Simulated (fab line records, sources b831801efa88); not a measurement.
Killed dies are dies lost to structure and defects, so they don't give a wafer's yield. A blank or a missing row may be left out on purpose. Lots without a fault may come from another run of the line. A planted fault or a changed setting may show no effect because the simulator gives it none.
fab line records | flow sfq_line
record lots=7 wafers=20 last_day=82
route steps=325 shown I1@87 M2@88
lots that met no fault: from a run of the same line without faults
start_h: hours from the record's first day to the start of the lot's first wafer shown | wait_h: hours since the lot's step before | " the same as in the row above | L1.1+2: a row that stands for several wafers | - no value, or no start given | * or withheld: withheld | < > ~ a bound
route shown NAME@n: a module of which the file shows steps, and the number in the route of the first | usual: mean/standard deviation of fault-free wafers | same: alike in all rows | chamber/n: place in a boat | sites: the reading at each site | _std_site: their standard deviation | _edge_site: outer sites' mean less inner sites' | radius_mm: how far each site lies from the wafer's centre | mask NAME#n: copy n | behind: the tool/chamber that last shaped the wafer | hold: why the lot was held/for how many hours/how that ended | device: the transistor (n, p or np) that didn't switch | end of line: the same wafers' tests at the end of the route | a step without rows: its recipe alone | killed: dies lost to structure and defects at the first sort, not the wafer's yield | map: a wafer's dies, x killed, . not, _ none there
set.NAME: the setting as run; set.NAME@STEP: as run at that earlier step | model.NAME: the simulator's own value behind a step, which no gauge read
lots at some steps of the route; a table a step, a row a wafer
services: from which hour (start_h, from the record's first day; less than 0 if before it) a tool's chamber was out of use, for how many hours, and why
## steps
# step SFQ_TRILAYER_I1_VIA_STRIP_SOLV_CLEAN_054
# recipe chemistry=NMP temp_c=70 time_s=600
# step SFQ_TRILAYER_M2_DEP_PRE_CLEAN_056
# recipe gas=Ar time_s=22.5 bias_v=250
# step SFQ_TRILAYER_M2_DEP_SPUTTER_055
# recipe material=Nb base_pressure_pa=1.33e-06 chamber_pressure_pa=0.1333 substrate_temp_c=20 resputter_cathode_voltage_v=400 target_thk_nm=200 power_w=2000 time_s=133.3
# usual substrate_temp_c=20.00/0.1 throttle_valve_pct=29.8/1.4
# columns lot.wafer tool chamber start_h wait_h substrate_temp_c throttle_valve_pct
L299.2 pvd_sputter-05 - 514.01 0.0 19.94 31.9
L299.3 " - " " 20.04 30.2
L299.5 " - " " 19.96 30.8
L306.2 pvd_sputter-05 - 622.44 0.0 20.02 28.1
L306.3 " - " " 20.00 30.3
L306.6 " - " " 19.98 28.3
L309.1 pvd_sputter-05 - 644.74 0.0 19.79 28.2
L309.3 " - " " 20.05 30.6
L310.2 pvd_sputter-04 - 656.11 0.0 19.97 30.4
L310.4 " - " " 20.02 28.0
L310.6 " - " " 19.99 27.9
L312.3 pvd_sputter-05 - 676.38 0.0 20.00 31.9
L312.4 " - " " 19.88 31.0
L312.6 " - " " 20.05 28.3
L318.2 pvd_sputter-04 - 795.29 0.0 19.85 28.1
L318.3 " - " " 20.18 31.2
L318.5 " - " " 19.95 31.1
L319.2 pvd_sputter-05 - 796.51 0.0 19.96 28.0
L319.4 " - " " 20.03 30.3
L319.6 " - " " 20.15 28.3
# step SFQ_M2_RS_MEAS_914
# recipe thk_meas_gauge=four-point-probe reads=Nb_of_TRILAYER_M2_DEP_SPUTTER_055
# usual M2_NB_RS=0.887/0.011
# columns lot.wafer tool chamber start_h wait_h M2_NB_RS[ohm/sq]
L299.2 film_metro-01 - 514.12 0.1 0.891
L299.3 " - " " 0.886
L299.5 " - " " 0.877
L306.2 film_metro-01 - 622.56 0.1 0.876
L306.3 " - " " 0.891
L306.6 " - " " 0.886
L309.1 film_metro-02 - 644.83 0.0 0.889
L309.3 " - " " 0.889
L310.2 film_metro-01 - 656.22 0.1 0.881
L310.4 " - " " 0.879
L310.6 " - " " 0.882
L312.3 film_metro-03 - 676.51 0.1 0.885
L312.4 " - " " 0.861
L312.6 " - " " 0.881
L318.2 film_metro-03 - 795.40 0.1 0.888
L318.3 " - " " 0.903
L318.5 " - " " 0.904
L319.2 film_metro-02 - 796.62 0.1 0.888
L319.4 " - " " 0.889
L319.6 " - " " 0.893
# step SFQ_TRILAYER_M2_LITHO_COAT_062
# recipe resist=BARC spin_rpm=3000 resist_thk_nm=62
# step SFQ_TRILAYER_M2_LITHO_COAT_057
# recipe resist=KrF spin_rpm=3000 resist_thk_nm=600
# step SFQ_TRILAYER_M2_LITHO_SOFTBAKE_061
# recipe temp_c=withheld time_s=withheld resist=KrF
# step SFQ_TRILAYER_M2_LITHO_EXPOSE_058
# recipe mask_id=M2 na=0.6 source_shape=conventional sigma_outer=0.65 target_cd_nm=500 dose_mj=14.4
# step SFQ_TRILAYER_M2_LITHO_PEB_060
# recipe peb_temp_c=115 peb_time_s=60 resist=KrF
# step SFQ_TRILAYER_M2_LITHO_DEVELOP_059
# recipe time_s=60 resist=KrF
# step SFQ_M2_OVL_MEAS_916
# usual M2_OVL=-3/5
# columns lot.wafer tool chamber start_h wait_h M2_OVL[nm]
L299.2 overlay-01 - 668.39 0.1 -3
L299.3 " - " " -7
L299.5 " - " " -7
L306.2 overlay-02 - 779.16 0.1 3
L306.3 " - " " 9
L306.6 " - " " 8
L309.1 overlay-02 - 801.88 0.1 -4
L309.3 " - " " -1
L310.2 overlay-02 - 813.89 0.1 -7
L310.4 " - " " -6
L310.6 " - " " -2
L312.3 overlay-01 - 831.89 0.1 2
L312.4 " - " " 5
L312.6 " - " " -2
L318.2 overlay-02 - 929.45 0.1 -9
L318.3 " - " " -3
L318.5 " - " " -2
L319.2 overlay-02 - 931.85 0.1 -8
L319.4 " - " " -10
L319.6 " - " " -5
# step SFQ_TRILAYER_M2_BARC_OPEN_METAL_ETCH_077
# recipe mask_material=PR chemistry=O2 target_depth_nm=125 target=BARC icp_w=600 bias_w=80 pressure_mtorr=10 time_s=41.7
# usual drypump_motor_current_A=5.63/0.28 oes_product_au=0.685/0.0051 rf_fwd_power_W=593/3.1
# columns lot.wafer tool chamber start_h wait_h drypump_motor_current_A oes_product_au rf_fwd_power_W rf_hours_counter_h model.KrF_of_TRILAYER_M2_LITHO_COAT_057.thk_nm
L299.2 rie_metal-02 0 668.42 0.0 5.65 0.682 589 75 524.9
L299.3 " 1 " " 5.86 0.681 594 - 523.6
L299.5 " 1 " " 5.87 0.687 595 - 525.3
L306.2 rie_metal-02 1 779.19 0.0 5.89 0.686 597 108 523.8
L306.3 " 1 " " 5.87 0.685 598 - 526.1
L306.6 " 1 " " 5.89 0.676 598 - 526.5
L309.1 rie_metal-02 0 801.92 0.0 5.66 0.691 592 96 503.5
L309.3 " 0 " " 5.65 0.677 591 - 521.6
L310.2 rie_metal-02 1 813.92 0.0 5.88 0.685 596 113 524.2
L310.4 " 0 " " 5.65 0.684 589 - 502.9
L310.6 " 1 " " 5.88 0.681 595 - 521.7
L312.3 rie_metal-02 0 831.93 0.0 5.63 0.683 589 - 521.4
L312.4 " 1 " " 5.88 0.686 592 - 506.6
L312.6 " 1 " " 5.88 0.690 593 - 523.3
L318.2 rie_metal-01 1 929.48 0.0 6.05 0.686 592 91 522.4
L318.3 " 0 " " 5.34 0.682 596 - 524.4
L318.5 " 1 " " 6.04 0.692 590 - 521
L319.2 rie_metal-01 0 931.88 0.0 5.34 0.675 592 49 526.7
L319.4 " 0 " " 5.33 0.681 591 - 526.3
L319.6 " 0 " " 5.32 0.685 592 - 526.9
# step SFQ_TRILAYER_M2_ETCH_METAL_ETCH_060
# recipe target=Nb stop_on=SiO2 mask_material=PR chemistry=Cl2/Ar target_depth_nm=240 icp_w=600 bias_w=80 pressure_mtorr=10 time_s=120
# usual drypump_motor_current_A=5.63/0.28 oes_product_au=0.896/0.0079 rf_fwd_power_W=596.8/2.2
# columns lot.wafer tool chamber start_h wait_h drypump_motor_current_A oes_product_au rf_fwd_power_W rf_hours_counter_h model.KrF_of_TRILAYER_M2_LITHO_COAT_057.thk_nm
L299.2 rie_metal-02 0 668.48 0.0 5.65 0.897 594.8 75 383.2
L299.3 " 1 " " 5.86 0.895 598.6 - 382.5
L299.5 " 1 " " 5.86 0.903 598.0 - 383.2
L306.2 rie_metal-02 1 779.25 0.0 5.90 0.904 597.7 108 385.1
L306.3 " 1 " " 5.89 0.887 600.2 - 387.3
L306.6 " 1 " " 5.90 0.895 598.9 - 388.2
L309.1 rie_metal-02 0 801.97 0.0 5.66 0.897 594.3 96 361.9
L309.3 " 0 " " 5.64 0.902 594.3 - 380.8
L310.2 rie_metal-02 1 813.97 0.0 5.90 0.898 598.1 113 384.8
L310.4 " 0 " " 5.64 0.910 594.8 - 360.6
L310.6 " 1 " " 5.89 0.902 601.3 - 381.2
L312.3 rie_metal-02 0 832.02 0.1 5.64 0.904 596.9 - 380.7
L312.4 " 1 " " 5.89 0.909 599.2 - 370.5
L312.6 " 1 " " 5.88 0.898 596.6 - 385.7
L318.2 rie_metal-01 1 929.54 0.0 6.06 0.895 597.6 91 385
L318.3 " 0 " " 5.32 0.890 596.6 - 390.9
L318.5 " 1 " " 6.08 0.879 595.4 - 384.6
L319.2 rie_metal-01 0 931.94 0.0 5.38 0.897 595.3 49 392
L319.4 " 0 " " 5.37 0.888 596.5 - 391
L319.6 " 0 " " 5.37 0.887 599.3 - 392.4
# step SFQ_TRILAYER_M2_STRIP_STRIP_061
# recipe gas=O2 power_w=200 platen_temp_c=40 overash_fraction=0.65 chemistry=O2 pressure_mtorr=50
# usual drypump_motor_current_A=5.63/0.29 oes_product_au=0.996/0.018
# columns lot.wafer tool chamber start_h wait_h drypump_motor_current_A oes_product_au rf_hours_counter_h
L299.2 rie_metal-02 0 668.60 0.1 5.66 1.015 75
L299.3 " 1 " " 5.85 0.997 -
L299.5 " 1 " " 5.89 1.011 -
L306.2 rie_metal-02 1 779.37 0.1 5.91 0.974 108
L306.3 " 1 " " 5.88 0.984 -
L306.6 " 1 " " 5.90 0.973 -
L309.1 rie_metal-02 0 802.10 0.1 5.64 0.992 97
L309.3 " 0 " " 5.64 1.006 -
L310.2 rie_metal-02 1 814.10 0.1 5.88 0.980 113
L310.4 " 0 " " 5.64 1.000 -
L310.6 " 1 " " 5.87 0.983 -
L312.3 rie_metal-02 0 832.30 0.2 5.63 1.001 -
L312.4 " 1 " " 5.87 0.983 -
L312.6 " 1 " " 5.88 0.969 -
L318.2 rie_metal-01 1 929.66 0.1 6.05 0.973 91
L318.3 " 0 " " 5.35 0.967 -
L318.5 " 1 " " 6.08 0.978 -
L319.2 rie_metal-01 0 932.06 0.1 5.34 0.969 49
L319.4 " 0 " " 5.34 0.973 -
L319.6 " 0 " " 5.34 0.967 -
## services
# columns tool chamber start_h hours kind
pvd_sputter-05 - 502.50 0.5 repair
pvd_sputter-04 - 518.93 9.1 repair
rie_metal-02 - 526.85 2.8 pm
rie_metal-01 - 572.97 0.3 repair
rie_metal-02 - 578.29 0.3 repair
rie_metal-01 0 580.94 - clean
rie_metal-01 0 580.94 25.7 scheduled_down
rie_metal-01 0 580.94 25.7 vent_cycle
rie_metal-01 - 619.49 1.4 pm
pvd_sputter-05 - 635.43 0.7 repair
rie_metal-01 - 647.45 2.8 pm
pvd_sputter-04 0 686.13 - consumable_replace:kit
pvd_sputter-04 0 686.13 18.0 scheduled_down
pvd_sputter-04 0 686.13 18.0 vent_cycle
pvd_sputter-05 - 689.42 0.5 repair
pvd_sputter-05 - 694.05 1.2 repair
pvd_sputter-05 - 791.47 0.6 repair
pvd_sputter-05 - 797.79 0.6 repair
rie_metal-02 0 928.80 2.4 repair
## key
first_sign none at tools or gauges
model_effect step=SFQ_TRILAYER_M2_BARC_OPEN_METAL_ETCH_077 value=KrF_of_TRILAYER_M2_LITHO_COAT_057.thk_nm without=522.3 struck=504.3
model_effect step=SFQ_TRILAYER_M2_ETCH_METAL_ETCH_060 value=KrF_of_TRILAYER_M2_LITHO_COAT_057.thk_nm without=382.3 struck=364.3
met_at SFQ_TRILAYER_M2_BARC_OPEN_METAL_ETCH_077
struck_wafers L309.1,L310.4,L312.4
onset_between 779.19 801.92
fault kind=process_parameter_drift tool=rie_metal-02 chamber=- onset_h=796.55 steps=SFQ_TRILAYER_M2_BARC_OPEN_METAL_ETCH_077 channel=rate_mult offset=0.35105 shape=step end_h=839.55 scope=struck_wafers_only
